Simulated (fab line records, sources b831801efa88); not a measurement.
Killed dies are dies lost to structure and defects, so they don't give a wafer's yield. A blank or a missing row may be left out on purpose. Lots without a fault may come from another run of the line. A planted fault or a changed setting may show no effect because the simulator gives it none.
Chamber matching | flow gf180mcu | GF_HV_LDD_ETCHBACK_58 on rie_diel-02: 4 sister chambers
The step etches Si3N4 in CH3F/O2, stops on SiO2, time 100 s, target depth 90 nm. 14 wafers are shown with their chamber, then 6 later ones without.

WAFERS WITH THEIR CHAMBER
wafer  | chamber | drypump_motor_current_A (A) | throttle_valve_pct (%) | oes_product_au (a.u.)
L232.3 | 1       | 5.3                         | 10.553                 | 0.839
L232.4 | 1       | 5.3                         | 10.563                 | 0.844
L232.6 | 0       | 5.4                         | 10.549                 | 0.843
L235.2 | 3       | 5.4                         | 10.568                 | 0.842
L235.3 | 0       | 5.4                         | 10.559                 | 0.852
L245.1 | 0       | 5.5                         | 10.555                 | 0.839
L245.5 | 3       | 5.4                         | 10.559                 | 0.849
L245.6 | 2       | 5.3                         | 10.574                 | 0.836
L246.4 | 0       | 5.4                         | 10.561                 | 0.839
L246.5 | 1       | 5.3                         | 10.548                 | 0.830
L246.6 | 0       | 5.4                         | 10.557                 | 0.831
L250.2 | 1       | 5.3                         | 10.558                 | 0.848
L250.3 | 2       | 5.3                         | 10.569                 | 0.853
L250.5 | 2       | 5.3                         | 10.555                 | 0.850

SIGNATURES (means of the wafers above)
reading                 | chamber 0 | chamber 1 | chamber 2 | chamber 3 | scatter within a chamber
drypump_motor_current_A | 5.420     | 5.300     | 5.300     | 5.400     | 0.0283
throttle_valve_pct      | 10.55620  | 10.55550  | 10.56600  | 10.56350  | 0.00667
oes_product_au          | 0.84080   | 0.84025   | 0.84633   | 0.84550   | 0.00776
Rule: a wafer's distance from a chamber is the root of the sum, over the readings, of the square of ((its reading less the chamber's mean) divided by the reading's scatter). The wafer belongs to the nearest chamber; if the next one is less than 2 further off, it can't be placed. The scatter: the root of (the sum of the squares of (reading less its chamber's mean) over the shown wafers, divided by (wafers less chambers)).

WAFERS WITHOUT THEIR CHAMBER
wafer  | drypump_motor_current_A (A) | throttle_valve_pct (%) | oes_product_au (a.u.)
L251.2 | 5.4                         | 10.551                 | 0.844
L251.4 | 5.3                         | 10.577                 | 0.850
L251.5 | 5.4                         | 10.569                 | 0.847
L253.3 | 5.4                         | 10.547                 | 0.834
L253.4 | 5.4                         | 10.556                 | 0.845
L253.5 | 5.3                         | 10.571                 | 0.846

WHICH CHAMBER EACH WENT THROUGH
wafer  | from the rows above     | in truth
L251.2 | can't be placed: 0 or 3 | 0
L251.4 | can't be placed: 2 or 1 | 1
L251.5 | can't be placed: 3 or 0 | 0
L253.3 | can't be placed: 0 or 3 | 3
L253.4 | can't be placed: 0 or 3 | 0
L253.5 | can't be placed: 2 or 1 | 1
Placed correctly: 0 of 6. Can't be placed from these rows: 6 (the true chamber is among the candidates in 6). Placed wrongly: 0.
